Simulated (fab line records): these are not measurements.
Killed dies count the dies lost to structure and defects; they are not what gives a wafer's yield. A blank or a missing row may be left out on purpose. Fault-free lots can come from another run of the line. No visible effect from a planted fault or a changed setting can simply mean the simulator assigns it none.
fab line records ; flow sky130
record: lots: 12; wafers: 36; last-day: 49
route steps=708 shown LI_CONTACT@383 LOCAL_INTERCONNECT@387 PAD_OPEN@708
lots untouched by any fault: they come from a run of this same line in which no faults occurred
start-h: hours from the record's opening day to when the first of the lot's shown wafers began ; wait-h: time in hours since the lot's previous step ; " same as the row above ; L1.1+2: a row that stands for several wafers ; - no value, or no start was given ; * or withheld: withheld ; < > ~ a bound
route shown NAME@n: names a module that has steps shown in the file, with the first one's number in the route ; usual: mean and standard deviation over wafers with no fault ; same: alike in all rows ; chamber/n: place in a boat ; sites: per-site readings ; _std_site: the standard deviation of these ; _edge_site: inner sites' mean taken away from outer sites' mean ; radius-mm: how far each site lies from the wafer's centre ; mask NAME#n: copy n ; behind: tool/chamber where the wafer was last shaped ; hold: why the lot went on hold/how many hours it stayed there/how the hold came to an end ; device: names the non-switching transistor (n, p or np) ; end of line: at the end of the route, the tests of the same wafers ; step lacking rows: just its recipe ; killed: dies that structure and defects cost at the first sort, which is not the same as the wafer's yield ; map: dies across one wafer; x = killed, . = not, _ = none there
set.NAME: the setting that was run; set.NAME@STEP: the one run at that earlier step ; model.NAME: the simulator's own value behind a step, which no gauge read
a sample of lots followed through the steps of the route, with each step as a table and each wafer as a row
services: a tool's chamber out of use, with start hour (start-h, from the record's first day; less than 0 if before it), hours out, and reason
== steps ==
step: SKY_LI_CONTACT_CVD_21
recipe: material: W; target-thk-nm: 400; time-s: 120.56; temp-c: 400; pressure-torr: 40
usual: heater-power-w: 768/21
lot.wafer;tool;chamber;start-h;wait-h;heater-power-w
L266.1;cvd-w-02;0;671.31;0.0;765
L266.4;cvd-w-02;0;671.31;0.0;774
L266.5;cvd-w-02;0;671.31;0.0;798
L267.1;cvd-w-01;0;678.06;0.0;763
L267.4;cvd-w-01;0;678.06;0.0;751
L267.5;cvd-w-01;0;678.06;0.0;763
L268.2;cvd-w-01;0;695.06;0.0;748
L268.5;cvd-w-01;0;695.06;0.0;776
L268.6;cvd-w-01;1;695.06;0.0;748
L269.1;cvd-w-02;1;701.46;0.0;782
L269.2;cvd-w-02;1;701.46;0.0;785
L269.3;cvd-w-02;1;701.46;0.0;771
L270.2;cvd-w-02;0;710.68;0.0;801
L270.5;cvd-w-02;1;710.68;0.0;786
L270.6;cvd-w-02;0;710.68;0.0;788
L276.1;cvd-w-01;0;757.19;0.0;769
L276.2;cvd-w-01;1;757.19;0.0;765
L276.4;cvd-w-01;1;757.19;0.0;741
L278.1;cvd-w-02;0;773.21;0.0;799
L278.4;cvd-w-02;0;773.21;0.0;818
L278.6;cvd-w-02;1;773.21;0.0;786
L279.1;cvd-w-01;0;778.97;0.0;750
L279.4;cvd-w-01;0;778.97;0.0;784
L279.5;cvd-w-01;1;778.97;0.0;745
L280.2;cvd-w-01;1;785.63;0.0;740
L280.3;cvd-w-01;0;785.63;0.0;735
L280.5;cvd-w-01;1;785.63;0.0;755
L283.1;cvd-w-02;1;806.21;0.0;789
L283.2;cvd-w-02;0;806.21;0.0;809
L283.4;cvd-w-02;1;806.21;0.0;785
L284.1;cvd-w-01;0;815.43;0.0;754
L284.4;cvd-w-01;0;815.43;0.0;732
L284.6;cvd-w-01;1;815.43;0.0;727
L285.2;cvd-w-01;1;821.76;0.0;745
L285.3;cvd-w-01;1;821.76;0.0;742
L285.6;cvd-w-01;1;821.76;0.0;747
step: SKY_LOCAL_INTERCONNECT_SPUTTER_00
recipe: material: TiN; target-thk-nm: 100; temp-c: 300; power-w: 6500; time-s: 83.3; chamber-pressure-pa: 0.4
usual: throttle-valve-pct: 29.8/0.78
lot.wafer;tool;chamber;start-h;wait-h;throttle-valve-pct
L266.1;pvd-sputter-04;-;671.92;0.2;29.8
L266.4;pvd-sputter-04;-;671.92;0.2;29.0
L266.5;pvd-sputter-04;-;671.92;0.2;29.2
L267.1;pvd-sputter-04;-;678.67;0.2;30.0
L267.4;pvd-sputter-04;-;678.67;0.2;29.3
L267.5;pvd-sputter-04;-;678.67;0.2;30.1
L268.2;pvd-sputter-04;-;695.66;0.2;30.0
L268.5;pvd-sputter-04;-;695.66;0.2;29.0
L268.6;pvd-sputter-04;-;695.66;0.2;30.6
L269.1;pvd-sputter-02;-;702.20;0.2;30.5
L269.2;pvd-sputter-02;-;702.20;0.2;28.8
L269.3;pvd-sputter-02;-;702.20;0.2;29.7
L270.2;pvd-sputter-02;-;711.28;0.1;28.8
L270.5;pvd-sputter-02;-;711.28;0.1;29.0
L270.6;pvd-sputter-02;-;711.28;0.1;30.9
L276.1;pvd-sputter-04;-;757.80;0.2;30.5
L276.2;pvd-sputter-04;-;757.80;0.2;29.3
L276.4;pvd-sputter-04;-;757.80;0.2;30.0
L278.1;pvd-sputter-02;-;773.82;0.2;31.0
L278.4;pvd-sputter-02;-;773.82;0.2;28.9
L278.6;pvd-sputter-02;-;773.82;0.2;30.8
L279.1;pvd-sputter-01;-;779.57;0.1;28.3
L279.4;pvd-sputter-01;-;779.57;0.1;29.8
L279.5;pvd-sputter-01;-;779.57;0.1;29.9
L280.2;pvd-sputter-02;-;786.23;0.1;29.5
L280.3;pvd-sputter-02;-;786.23;0.1;28.9
L280.5;pvd-sputter-02;-;786.23;0.1;31.3
L283.1;pvd-sputter-02;-;806.82;0.1;29.8
L283.2;pvd-sputter-02;-;806.82;0.1;30.8
L283.4;pvd-sputter-02;-;806.82;0.1;29.0
L284.1;pvd-sputter-04;-;816.04;0.2;30.1
L284.4;pvd-sputter-04;-;816.04;0.2;29.0
L284.6;pvd-sputter-04;-;816.04;0.2;28.9
L285.2;pvd-sputter-04;-;822.37;0.2;30.0
L285.3;pvd-sputter-04;-;822.37;0.2;30.3
L285.6;pvd-sputter-04;-;822.37;0.2;28.9
step: SKY_LOCAL_INTERCONNECT_DEVELOP_10
recipe: develop-time-s: 60; resist: KrF-thick; dev-temp-c: 21
lot.wafer;tool;chamber;start-h;wait-h
L266.1+4+5;litho-track-02;0;699;-
L267.1+4+5;litho-track-03;0;706;-
L268.2+5+6;litho-track-03;0;723;-
L269.1+2+3;litho-track-01;0;730;-
L270.2+5+6;litho-track-03;0;739;-
L276.1+2+4;litho-track-02;0;784;-
L278.1+4+6;litho-track-02;0;798;-
L279.1+4+5;litho-track-02;0;805;-
L280.2+3+5;litho-track-01;0;812;-
L283.1+2+4;litho-track-03;0;832;-
L284.1+4+6;litho-track-01;0;842;-
L285.2+3+6;litho-track-03;0;849;-
step: SKY_LOCAL_INTERCONNECT_CD_MEAS_11
recipe: target-cd-nm: 170
usual: cd-nm: 170.1/1.4
lot.wafer;tool;chamber;start-h;wait-h;hold;cd-nm
L266.1;cd-sem-01;-;699.69;-;-;168.5
L266.4;cd-sem-01;-;699.69;-;-;169.2
L266.5;cd-sem-01;-;699.69;-;-;169.4
L267.1;cd-sem-01;-;706.91;-;-;167.3
L267.4;cd-sem-01;-;706.91;-;-;166.1
L267.5;cd-sem-01;-;706.91;-;-;167.2
L268.2;cd-sem-02;-;723.18;-;-;170.4
L268.5;cd-sem-02;-;723.18;-;-;170.6
L268.6;cd-sem-02;-;723.18;-;-;171.2
L269.1;cd-sem-01;-;730.46;-;-;169.3
L269.2;cd-sem-01;-;730.46;-;-;170.5
L269.3;cd-sem-01;-;730.46;-;-;169.0
L270.2;cd-sem-01;-;739.64;-;-;169.9
L270.5;cd-sem-01;-;739.64;-;-;170.7
L270.6;cd-sem-01;-;739.64;-;-;170.1
L276.1;cd-sem-02;-;784.54;-;-;168.5
L276.2;cd-sem-02;-;784.54;-;-;171.0
L276.4;cd-sem-02;-;784.54;-;-;169.8
L278.1;cd-sem-02;-;798.84;-;await-dispo/0.2h/release;176.4
L278.4;cd-sem-02;-;798.84;-;await-dispo/0.2h/release;175.9
L278.6;cd-sem-02;-;798.84;-;await-dispo/0.2h/release;176.7
L278.1;cd-sem-02;-;799.13;0.3;-;176.3
L278.4;cd-sem-02;-;799.13;0.3;-;175.5
L278.6;cd-sem-02;-;799.13;0.3;-;176.7
L279.1;cd-sem-01;-;806.04;-;await-dispo/0.2h/release;175.0
L279.4;cd-sem-01;-;806.04;-;await-dispo/0.2h/release;174.5
L279.5;cd-sem-01;-;806.04;-;await-dispo/0.2h/release;175.2
L279.1;cd-sem-01;-;806.33;0.3;-;175.4
L279.4;cd-sem-01;-;806.33;0.3;-;174.2
L279.5;cd-sem-01;-;806.33;0.3;-;175.5
L280.2;cd-sem-01;-;812.18;-;-;172.9
L280.3;cd-sem-01;-;812.18;-;-;171.0
L280.5;cd-sem-01;-;812.18;-;-;172.5
L283.1;cd-sem-01;-;832.56;-;-;167.9
L283.2;cd-sem-01;-;832.56;-;-;170.7
L283.4;cd-sem-01;-;832.56;-;-;171.0
L284.1;cd-sem-02;-;842.21;-;-;169.6
L284.4;cd-sem-02;-;842.21;-;-;168.7
L284.6;cd-sem-02;-;842.21;-;-;168.7
L285.2;cd-sem-01;-;849.18;-;-;170.0
L285.3;cd-sem-01;-;849.18;-;-;169.0
L285.6;cd-sem-01;-;849.18;-;-;170.6
step: SKY_LOCAL_INTERCONNECT_STRIP_15
recipe: chemistry: O2/N2; power-w: 1400; pressure-mtorr: 1500; platen-temp-c: withheld; o2-flow-sccm: 3000; n2-flow-sccm: 300; overash-fraction: 0.5
usual: drypump-motor-current-A: 5.5/0.53; oes-product-au: 0.427/0.0046; strip-time-to-endpoint-s: 4.721/0.017
lot.wafer;tool;chamber;start-h;wait-h;drypump-motor-current-A;oes-product-au;rf-hours-counter-h;strip-time-to-endpoint-s
L266.1;plasma-asher-02;1;699.96;0.0;5.8;0.427;104;4.730
L266.4;plasma-asher-02;0;699.96;0.0;6.2;0.425;-;4.720
L266.5;plasma-asher-02;0;699.96;0.0;6.2;0.432;-;4.718
L267.1;plasma-asher-01;1;707.18;0.0;5.5;0.429;28;4.703
L267.4;plasma-asher-01;1;707.18;0.0;5.5;0.422;-;4.689
L267.5;plasma-asher-01;0;707.18;0.0;4.9;0.425;-;4.691
L268.2;plasma-asher-03;0;723.43;0.0;5.7;0.424;60;4.722
L268.5;plasma-asher-03;0;723.43;0.0;5.7;0.429;-;4.720
L268.6;plasma-asher-03;1;723.43;0.0;4.6;0.419;-;4.704
L269.1;plasma-asher-03;1;730.73;0.0;4.6;0.421;61;4.729
L269.2;plasma-asher-03;0;730.73;0.0;5.8;0.419;61;4.727
L269.3;plasma-asher-03;0;730.73;0.0;5.8;0.427;-;4.737
L270.2;plasma-asher-03;0;739.89;0.0;5.7;0.429;62;4.742
L270.5;plasma-asher-03;1;739.89;0.0;4.7;0.431;-;4.726
L270.6;plasma-asher-03;0;739.89;0.0;5.7;0.429;-;4.715
L276.1;plasma-asher-02;0;784.81;0.0;6.2;0.429;5;4.733
L276.2;plasma-asher-02;1;784.81;0.0;5.8;0.425;5;4.716
L276.4;plasma-asher-02;0;784.81;0.0;6.2;0.433;-;4.704
L278.1;plasma-asher-02;0;804.42;0.2;6.2;0.433;7;4.759
L278.4;plasma-asher-02;0;804.42;0.2;6.2;0.426;-;4.709
L278.6;plasma-asher-02;0;804.42;0.2;6.2;0.423;-;4.747
L279.1;plasma-asher-02;1;811.13;0.0;5.8;0.430;8;4.706
L279.4;plasma-asher-02;0;811.13;0.0;6.2;0.428;-;4.721
L279.5;plasma-asher-02;0;811.13;0.0;6.2;0.429;-;4.733
L280.2;plasma-asher-02;0;812.43;0.0;6.2;0.424;9;4.721
L280.3;plasma-asher-02;0;812.43;0.0;6.2;0.429;-;4.698
L280.5;plasma-asher-02;1;812.43;0.0;5.8;0.434;-;4.721
L283.1;plasma-asher-02;1;832.83;0.0;5.8;0.417;12;4.739
L283.2;plasma-asher-02;0;832.83;0.0;6.2;0.424;12;4.715
L283.4;plasma-asher-02;1;832.83;0.0;5.8;0.435;-;4.724
L284.1;plasma-asher-03;0;842.48;0.0;5.7;0.422;71;4.720
L284.4;plasma-asher-03;1;842.48;0.0;4.6;0.427;-;4.740
L284.6;plasma-asher-03;0;842.48;0.0;5.7;0.431;-;4.745
L285.2;plasma-asher-01;0;849.43;0.0;5.0;0.421;39;4.718
L285.3;plasma-asher-01;0;849.43;0.0;5.0;0.424;-;4.701
L285.6;plasma-asher-01;0;849.43;0.0;4.9;0.422;-;4.703
step: SKY_PAD_OPEN_PROBE_99
usual: killed_at_M0_to_M3: 43/6.9; killed_at_M4_up: 3.2/2; killed-at-contacts: 25/5.1; killed-at-front-end: 15/4.5; killed-at-other: 0.2/0.51; killed-dies: 85/9.5; killed-open: 48/6.9; killed-short: 38/6.7
same: gross-dies: 492; killed-at-back-side: 0
lot.wafer;tool;chamber;start-h;wait-h;killed_at_M0_to_M3;killed_at_M4_up;killed-at-contacts;killed-at-front-end;killed-at-other;killed-dies;killed-open;killed-short
L278.1;prober-02;-;1144.13;0.1;38;2;23;20;0;83;48;35
killed by level:class
L278.1 VIA1:geometric-particle:open=10 LI_CONTACT:geometric-particle:open=8 METAL1:geometric-particle:short=7 FIELD_ISO:geometric-particle:open=6 POLY_GATE:geometric-particle:open=5 CONTACT:geometric-particle:open=5 FIELD_ISO:geometric-particle:short=4 METAL2:geometric-particle:short=4
== services ==
tool;chamber;start-h;hours;kind
plasma-asher-03;-;647.33;4.4;repair
pvd-sputter-02;-;648.48;6.9;repair
pvd-sputter-04;1;649.28;-;consumable-replace:kit
pvd-sputter-04;1;649.28;18.0;scheduled-down
pvd-sputter-04;1;649.28;18.0;vent-cycle
pvd-sputter-01;-;651.00;4.0;repair
cvd-w-02;-;653.68;1.3;repair
plasma-asher-03;-;660.19;2.8;pm
cvd-w-02;-;664.52;3.8;pm
pvd-sputter-02;-;677.42;1.5;repair
plasma-asher-02;-;680.79;1.9;repair
cvd-w-02;0;689.89;15.0;repair
plasma-asher-02;-;733.75;9.0;pm
plasma-asher-02;0;733.75;9.0;vent-cycle
plasma-asher-02;1;733.75;9.0;vent-cycle
plasma-asher-02;0;742.75;-;clean
pvd-sputter-02;-;751.63;0.9;repair
cvd-w-02;0;757.11;6.4;repair
plasma-asher-01;-;769.67;47.9;repair
plasma-asher-03;-;790.26;19.0;repair
plasma-asher-02;-;799.38;1.9;repair
plasma-asher-01;-;804.78;1.5;repair
pvd-sputter-02;-;837.70;4.5;repair
pvd-sputter-02;-;839.46;16.7;repair
== key ==
first-sign: step: SKY_LOCAL_INTERCONNECT_CD_MEAS_11; reading: visit; direction: added
effect: step: SKY_LOCAL_INTERCONNECT_CD_MEAS_11; reading: cd-nm; direction: up; sigmas: 4.1; usual: 170.1; struck: 175.6
met-at SKY_LOCAL_INTERCONNECT_DEVELOP_10
struck-lots L278,L279
tester-left-out L278,L279
not-acting-at SKY_LI_CONTACT_CVD_21,SKY_LOCAL_INTERCONNECT_SPUTTER_00,SKY_LOCAL_INTERCONNECT_STRIP_15
onset-between 784 798
fault: kind: process-parameter-drift; tool: litho-track-02; chamber: -; onset-h: 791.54; steps: SKY_LOCAL_INTERCONNECT_DEVELOP_10; channel: develop-time-s; offset: *; shape: step; end-h: 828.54; acts-in: *; stated: *
tester-left-out: of these lots the tester's yield and bins aren't shown, on N5 and GAA mostly nor the transistor test; their killed dies are dies lost to structure and defects alone, not to doping, threshold or leakage, so they don't give the yield
